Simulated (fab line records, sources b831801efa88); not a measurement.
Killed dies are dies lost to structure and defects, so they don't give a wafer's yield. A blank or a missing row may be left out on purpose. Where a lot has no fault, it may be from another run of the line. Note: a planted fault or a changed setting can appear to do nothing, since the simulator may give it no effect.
Matching of chambers | flow gf180mcu | GF_V2_CVD_02 on pecvd-04: 3 sister chambers
The step deposits SiO2 from TEOS, target thk 850 nm, time 94.851 s. 3 wafers are shown with their chamber, then 9 later ones without.

== WAFERS PAIRED WITH THEIR CHAMBERS ==
wafer  | chamber | heaterPowerOuterW (W)
L093.6 | 1       | 516
L094.5 | 2       | 456
L094.6 | 0       | 502

== WAFERS WITHOUT THEIR CHAMBER ==
wafer  | heaterPowerOuterW (W)
L095.1 | 421
L095.2 | 448
L095.4 | 465
L096.1 | 505
L096.3 | 455
L096.6 | 483
L097.2 | 514
L097.3 | 467
L097.4 | 477

== WHICH CHAMBER EACH ONE RAN IN ==
wafer  | from the rows above          | in truth
L095.1 | 2                            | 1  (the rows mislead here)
L095.2 | 2                            | 2
L095.4 | can't be placed: 2 or 0      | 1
L096.1 | can't be placed: 0 or 1      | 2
L096.3 | 2                            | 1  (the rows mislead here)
L096.6 | can't be placed: 0 or 2 or 1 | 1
L097.2 | can't be placed: 1 or 0      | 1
L097.3 | can't be placed: 2 or 0      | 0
L097.4 | can't be placed: 2 or 0 or 1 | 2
Correct placement for 1 of the 9. Can't be placed from these rows: 6 (the true chamber is among the candidates in 4). Number placed wrongly: 2.
How it was worked out, from the rows above alone: a wafer's distance from a chamber is the root of the sum, over the readings, of the square of ((its reading less the chamber's mean) divided by the reading's scatter). The wafer belongs to the nearest chamber; if the next one is less than 2 further off, it can't be placed. For every chamber, the mean is computed from those of its wafers that are shown. The scatter (one wafer shown for each chamber): square how far every hidden wafer sits from the nearest shown wafer, average those squares and take the square root.
